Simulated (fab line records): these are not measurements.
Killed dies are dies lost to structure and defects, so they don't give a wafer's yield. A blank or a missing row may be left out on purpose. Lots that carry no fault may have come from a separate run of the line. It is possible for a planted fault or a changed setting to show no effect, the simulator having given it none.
A single fault, viewed from 2 desks | flow gf180mcu | each desk has only its own numbers; what lay behind them comes last

== AT THE TOOL OWNER'S DESK: furnace-01 ==
The tool's own readings at GF_DUAL_GATE_OXIDATION_02 (stabilise 600 s, purge 300 s, target thk 10.887 nm): means of the sampled wafers that have a number, for each lot that ran on this tool. A lot is out of limits, marked OUT, if its mean lies more than 4 standard deviations from the usual mean; the brackets give that distance. Readings shown: 7 out of 8 (the first out of limits, and those lying furthest out on some lot).
Columns: A = spike-tc-bottom-C at GF_DUAL_GATE_OXIDATION_02, usual 917.6 C; B = spike-tc-centre-C at GF_DUAL_GATE_OXIDATION_02, usual 900.5 C; C = spike-tc-lower-C at GF_DUAL_GATE_OXIDATION_02, usual 901.3 C; D = spike-tc-top-C at GF_DUAL_GATE_OXIDATION_02, usual 913.2 C; E = spike-tc-upper-C at GF_DUAL_GATE_OXIDATION_02, usual 900.1 C; F = tube-center-temp-C at GF_DUAL_GATE_OXIDATION_02, usual 900.01 C; G = tube_center_temp_C_max at GF_DUAL_GATE_OXIDATION_02, usual 902.4
lot  | first seen here | A               | B               | C               | D               | E               | F                        | G
L726 | day 8 02:04     | 917.6           | 900.6           | 901.7           | 914.2           | 900.1           | 900.02                   | 902.3
L728 | day 8 13:47     | 918.6           | 900.8           | 902.5           | 914.7           | 900.0           | 900.02                   | 902.0
L729 | day 8 19:04     | 916.8           | 901.5           | 902.8           | 914.3           | 900.4           | 900.08                   | 902.4
L732 | day 9 15:38     | 919.0           | 901.1           | 902.0           | 914.4           | 901.4           | 900.03                   | 902.1
L739 | day 11 16:31    | 917.5           | 900.8           | 901.4           | 914.3           | 899.2           | 899.98                   | 902.8
L741 | day 12 04:59    | 886.0 (-29) OUT | 868.7 (-27) OUT | 869.6 (-24) OUT | 882.8 (-17) OUT | 868.7 (-29) OUT | 868.09 (-99 or more) OUT | 870.5 (-91) OUT
L742 | day 12 14:14    | 886.1 (-29) OUT | 868.7 (-27) OUT | 869.8 (-24) OUT | 883.5 (-17) OUT | 869.0 (-28) OUT | 867.99 (-99 or more) OUT | 870.4 (-91) OUT
This desk's finding: out of limits on L741, L742; first on L741, day 12 04:59 (spike-tc-bottom-C at GF_DUAL_GATE_OXIDATION_02). Within limits: L726, L728, L729, L732, L739.

== THE METROLOGY DESK ==
Lot by lot, what the gauges showed, no matter which tool ran the lot: averages of those sampled wafers that carry a number. A lot is out of limits, marked OUT, if its mean lies more than 4 standard deviations from the usual mean; the brackets give that distance.
Columns: A = DUAL_GATE_OXIDATION_00_THK at GF_DUAL_GATE_THK_MEAS_03, usual 10.71 nm; B = V1_OVL at GF_V1_OVL_MEAS_15, usual 1 nm
lot  | first seen here | A              | B
L725 | day 8 01:13     | 11.20          | 0
L726 | day 8 03:31     | 10.77          | 2
L728 | day 8 15:14     | 10.79          | 5
L729 | day 8 20:30     | 10.81          | -1
L732 | day 9 17:06     | 10.25          | -5
L739 | day 11 17:58    | 10.34          | 2
L740 | day 12 05:31    | 10.55          | -6
L741 | day 12 06:26    | 7.45 (-14) OUT | 5
L742 | day 12 15:41    | 7.12 (-16) OUT | 4
L743 | day 12 22:25    | 10.76          | 6
L745 | day 14 04:22    | 10.54          | 13
L747 | day 14 17:22    | 10.64          | -10
This desk finds L741, L742 out of limits, with the earliest case on L741 at day 12 06:26 (DUAL_GATE_OXIDATION_00_THK at GF_DUAL_GATE_THK_MEAS_03). Within limits: L725, L726, L728, L729, L732, L739, L740, L743, L745, L747.

== PUT TOGETHER ==
The tool owner's desk had the chance to raise an alarm at day 12 04:59 on L741, L742.
An alarm was possible from the metrology desk at day 12 06:26, on L741, L742.
Every lot named ran GF_DUAL_GATE_OXIDATION_02 on furnace-01.

== WHAT HAD BEEN PUT IN BY THE SIMULATOR ==
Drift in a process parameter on furnace-01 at GF_DUAL_GATE_OXIDATION_02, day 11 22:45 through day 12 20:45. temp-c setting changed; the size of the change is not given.
Lots struck among those shown: L741, L742.
Hours from the fault's start to each desk's first reading out of limits: the tool owner's desk, 6; the metrology desk, 8.
